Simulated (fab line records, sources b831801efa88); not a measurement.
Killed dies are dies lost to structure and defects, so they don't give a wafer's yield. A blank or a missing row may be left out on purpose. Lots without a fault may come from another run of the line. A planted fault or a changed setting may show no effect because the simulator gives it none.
One fault seen from 2 desks | flow sky130 | each desk has only its own numbers; what lay behind them comes last

THE METROLOGY DESK
What the gauges read, lot by lot, whatever tool the lot ran on: means of the sampled wafers that have a number. A lot is out of limits, marked OUT, if its mean lies more than 4 standard deviations from the usual mean; the brackets give that distance.
Columns: A = METAL2_ALCU_RS at SKY_METAL2_RS_MEAS_05, usual 0.1268 ohm/sq; B = METAL2_ALCU_THK at SKY_METAL2_THK_MEAS_06, usual 253 nm
lot  | first seen here | A                 | B
L568 | day 35 02:14    | 0.1239            | 258
L572 | day 36 14:11    | 0.1272            | 254
L574 | day 37 01:14    | 0.1261            | 254
L575 | day 37 07:56    | 0.1269            | 253
L576 | day 38 05:44    | 0.1258            | 253
L581 | day 39 06:35    | 0.1153 (-6.7) OUT | 278 (+7.1) OUT
L582 | day 39 10:20    | 0.1154 (-6.7) OUT | 281 (+7.9) OUT
L583 | day 39 21:32    | 0.1243            | 258
L588 | day 41 14:49    | 0.1252            | 257
L587 | day 41 15:29    | 0.1272            | 254
This desk's finding: out of limits on L581, L582; first on L581, day 39 06:35 (METAL2_ALCU_RS at SKY_METAL2_RS_MEAS_05). In limits: L568, L572, L574, L575, L576, L583, L588, L587.

THE TOOL OWNER'S DESK: pvd_sputter-04
The tool's own readings at SKY_METAL2_SPUTTER_02 (material AlCu, target thk 250 nm, time 13.3 s): means of the sampled wafers that have a number, for each lot that ran on this tool. A lot is out of limits, marked OUT, if its mean lies more than 4 standard deviations from the usual mean; the brackets give that distance.
Columns: A = throttle_valve_pct at SKY_METAL2_SPUTTER_02, usual 29.6 %
lot  | first seen here | A
L572 | day 36 14:06    | 29.8
L574 | day 37 01:09    | 29.1
L575 | day 37 07:51    | 30.9
L576 | day 38 05:39    | 30.0
L581 | day 39 06:29    | 30.6
L582 | day 39 10:15    | 29.8
This desk's finding: nothing out of limits on any of the 6 lots.

PUT TOGETHER
The metrology desk could have raised an alarm at day 39 06:35, on L581, L582.
The tool owner's desk saw nothing out of limits.
The tool owner's desk has L581, L582 on record, within its limits.
Of the lots named, all ran SKY_METAL2_SPUTTER_02 on pvd_sputter-04.

WHAT THE SIMULATOR HAD PUT IN
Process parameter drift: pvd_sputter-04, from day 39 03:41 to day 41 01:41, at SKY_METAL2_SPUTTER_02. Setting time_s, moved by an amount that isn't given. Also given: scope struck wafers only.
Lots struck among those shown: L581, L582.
Hours from the fault's start to each desk's first reading out of limits: the metrology desk, 3.
